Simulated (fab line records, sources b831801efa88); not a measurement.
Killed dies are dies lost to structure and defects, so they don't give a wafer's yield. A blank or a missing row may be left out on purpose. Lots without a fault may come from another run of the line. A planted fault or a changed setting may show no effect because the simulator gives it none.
Which tool did it? | flow gf180mcu | 11 lots, 32 wafers sampled, at 3 steps of a route of 602

WHAT THE GAUGES READ, wafer by wafer
GF_VT_IMPLANT_OVL_MEAS_18.
lot  | measured     | on         | VT_IMPLANT_01_OVL (nm)
L813 | day 6 08:15  | overlay-01 | -1.0 -0.6 -2.4
L814 | day 6 13:33  | overlay-02 | 0.8 0.4 0.6
L815 | day 6 18:19  | overlay-01 | -0.1 -1.8 -1.4
L816 | day 7 02:18  | overlay-02 | -0.9 -2.5 -2.1
L817 | day 7 10:55  | overlay-02 | -1.3 -4.2 -1.5
L818 | day 7 15:41  | overlay-02 | -1.3 -0.9 -0.9
L826 | day 9 18:54  | overlay-02 | 2.3 -1.9 -0.5
L827 | day 10 00:37 | overlay-02 | -1.8 -2.2
L828 | day 10 07:21 | overlay-02 | 0.7 1.7 1.2
L829 | day 10 13:21 | overlay-02 | -0.8 -1.2 0.3
L836 | day 12 09:46 | overlay-02 | -0.5 -1.4 -2.0

WHICH TOOL RAN EACH LOT (tool, then ch and the chambers of the sampled wafers, then the start)
lot  | GF_STI_ETCH_14                  | GF_STI_STRIP_15
L813 | rie_si-01 ch 0,2,3, day 2 01:37 | plasma_asher-04 ch 0,1, day 2 01:41
L814 | rie_si-01 ch 2,3, day 2 06:46   | plasma_asher-02 ch 0, day 2 06:50
L815 | rie_si-02 ch 1,2,3, day 2 11:57 | plasma_asher-02 ch 0,1, day 2 12:03
L816 | rie_si-01 ch 1,3, day 2 16:54   | plasma_asher-02 ch 0,1, day 2 16:58
L817 | rie_si-02 ch 0,2, day 2 23:00   | plasma_asher-04 ch 0,1, day 2 23:04
L818 | rie_si-02 ch 0,1,2, day 3 03:48 | plasma_asher-01 ch 0,1, day 3 03:52
L826 | rie_si-02 ch 0,2,3, day 4 21:05 | plasma_asher-01 ch 0,1, day 4 21:10
L827 | rie_si-02 ch 0,1, day 5 02:20   | plasma_asher-01 ch 0,1, day 5 02:27
L828 | rie_si-01 ch 0,3, day 5 06:20   | plasma_asher-04 ch 0,1, day 5 06:25
L829 | rie_si-01 ch 0,2,3, day 5 12:20 | plasma_asher-01 ch 0,1, day 5 12:25
L836 | rie_si-01 ch 1,2,3, day 6 23:08 | plasma_asher-01 ch 0,1, day 6 23:15
- GF_STI_ETCH_14: etches Si in HBr/Cl2/O2, target depth 360 nm, time 102.9 s.
- GF_STI_STRIP_15: strips in O2/N2.

WHAT THE TOOLS THEMSELVES READ (means of the sampled wafers that have a number; where no wafer has one, the mark that the record gives instead)
GF_STI_ETCH_14.
lot  | tool      | chamber_pressure_mTorr (mTorr) | drypump_motor_current_A (A) | oes_product_au (a.u.) | throttle_valve_pct (%)
L813 | rie_si-01 | 14.998                         | 6.0                         | 0.990                 | 25.659
L814 | rie_si-01 | 15.002                         | 6.0                         | 0.996                 | 25.662
L815 | rie_si-02 | 14.985                         | 5.4                         | 0.995                 | 25.651
L816 | rie_si-01 | 14.993                         | 6.1                         | 0.991                 | 25.658
L817 | rie_si-02 | 15.006                         | 5.7                         | 0.998                 | 25.667
L818 | rie_si-02 | 14.993                         | 5.8                         | 1.002                 | 25.657
L826 | rie_si-02 | 15.005                         | 5.8                         | 1.061                 | 25.609
L827 | rie_si-02 | 14.985                         | 6.1                         | 1.101                 | 25.592
L828 | rie_si-01 | 14.997                         | 6.1                         | 0.989                 | 25.663
L829 | rie_si-01 | 14.995                         | 6.0                         | 0.991                 | 25.671
L836 | rie_si-01 | 14.984                         | 6.0                         | 0.993                 | 25.653

GF_STI_STRIP_15.
lot  | tool            | chamber_pressure_mTorr (mTorr) | drypump_motor_current_A (A) | heater_power_w (W) | oes_product_au (a.u.) | strip_time_to_endpoint_s (s)
L813 | plasma_asher-04 | 1500.9                         | 5.6                         | 294                | 0.384                 | 3.72
L814 | plasma_asher-02 | 1501.2                         | 6.1                         | 327                | 0.385                 | 3.76
L815 | plasma_asher-02 | 1500.5                         | 6.1                         | 349                | 0.388                 | 3.77
L816 | plasma_asher-02 | 1499.5                         | 6.1                         | 349                | 0.385                 | 3.76
L817 | plasma_asher-04 | 1500.5                         | 5.6                         | 287                | 0.386                 | 3.74
L818 | plasma_asher-01 | 1500.3                         | 5.4                         | 297                | 0.383                 | 3.72
L826 | plasma_asher-01 | 1500.3                         | 5.4                         | 286                | 0.379                 | 3.56
L827 | plasma_asher-01 | 1499.9                         | 5.4                         | 302                | 0.371                 | 3.53
L828 | plasma_asher-04 | 1500.1                         | 5.5                         | 304                | 0.384                 | 3.69
L829 | plasma_asher-01 | 1499.0                         | 5.4                         | 292                | 0.385                 | 3.74
L836 | plasma_asher-01 | 1500.9                         | 5.4                         | 299                | 0.386                 | 3.73

THE ANSWER, worked out from the rows above alone
Rule: what is usual is taken from the lots themselves. Put in order of their means at a reading, lots are off if they are a third of the lots or fewer, leave a main group of 4 or more, and stand apart from it by a gap of 3 or more times the standard deviation of the main group's means; of several such gaps the widest counts. A main group whose means are all the same, to the digits that the tables above print for the reading, isn't used. A lot without any number at a reading at which 4 lots or more have one is off too. The other lots that the step has rows for count as sound. The gauges are gone through in route order, then the tools' own readings, and for those a lot's mean is taken as printed above. The first step at which some lot is off is used, and at that step the reading that is off furthest; a lot without a number counts as furthest.
Off: L826, L827, at GF_STI_ETCH_14 (oes_product_au). The main group: mean 0.994 a.u., standard deviation 0.004.
A tool fits if, at that step or a process step before it, it ran every lot that is off, and no sound lot after the first of them. One fits: rie_si-02 at GF_STI_ETCH_14. Its last sound lot is L818 (day 3 03:48), its first lot that is off L826 (day 4 21:05): a fault that began between those two fits.
The tool's own readings at GF_STI_ETCH_14 bear it out: on the lots that are off they differ by more than 5 times the standard deviation of the sound lots' means. oes_product_au reads 1.081 a.u. there against 0.994 a.u. on the sound lots; throttle_valve_pct reads 25.601 % there against 25.660 % on the sound lots.

WHAT THE SIMULATOR HAD PUT IN
Process parameter drift: rie_si-02, from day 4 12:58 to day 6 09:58, at GF_STI_ETCH_14. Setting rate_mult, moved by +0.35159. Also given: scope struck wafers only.
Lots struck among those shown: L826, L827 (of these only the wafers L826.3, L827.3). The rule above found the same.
